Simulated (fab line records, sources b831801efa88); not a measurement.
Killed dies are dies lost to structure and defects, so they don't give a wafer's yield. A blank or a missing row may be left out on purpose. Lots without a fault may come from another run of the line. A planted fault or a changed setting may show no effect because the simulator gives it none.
Chamber matching | flow sfq_line | SFQ_TRILAYER_I6_CMP_CMP_166 on cmp-01: 4 sister chambers
The step polishes SiO2. 7 wafers are shown with their chamber, then 9 later ones without.

WAFERS WITH THEIR CHAMBER
wafer  | chamber | motor_current_A (A) | time_to_endpoint_s (s)
L101.2 | 3       | 9.5                 | 204
L101.4 | 2       | 9.1                 | 200
L106.2 | 1       | 10.3                | 215
L106.6 | 0       | 10.9                | 214
L111.2 | 2       | 9.9                 | 213
L111.3 | 1       | 10.4                | 223
L111.4 | 0       | 10.9                | 222

WAFERS WITHOUT THEIR CHAMBER
wafer  | motor_current_A (A) | time_to_endpoint_s (s)
L113.2 | 10.9                | 219
L113.1 | 9.7                 | 211
L113.5 | 10.9                | 222
L115.2 | 10.9                | 216
L115.3 | 10.0                | 207
L115.4 | 10.7                | 218
L116.4 | 11.1                | 231
L116.3 | 8.7                 | 213
L116.6 | 10.9                | 219

WHICH CHAMBER EACH WENT THROUGH
wafer  | from the rows above               | in truth
L113.2 | can't be placed: 0 or 1           | 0
L113.1 | can't be placed: 2 or 3 or 1      | 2
L113.5 | can't be placed: 0 or 1           | 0
L115.2 | can't be placed: 0 or 1           | 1
L115.3 | can't be placed: 2 or 3 or 1 or 0 | 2
L115.4 | can't be placed: 0 or 1           | 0
L116.4 | can't be placed: 0 or 1           | 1
L116.3 | can't be placed: 2 or 3           | 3
L116.6 | can't be placed: 0 or 1           | 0
Placed correctly: 0 of 9. Can't be placed from these rows: 9 (the true chamber is among the candidates in 9). Placed wrongly: 0.
How it was worked out, from the rows above alone: a wafer's distance from a chamber is the root of the sum, over the readings, of the square of ((its reading less the chamber's mean) divided by the reading's scatter). The wafer belongs to the nearest chamber; if the next one is less than 2 further off, it can't be placed. A chamber's mean is the mean of its shown wafers. The scatter: the root of (the sum of the squares of (reading less its chamber's mean) over the shown wafers, divided by (wafers less chambers)).
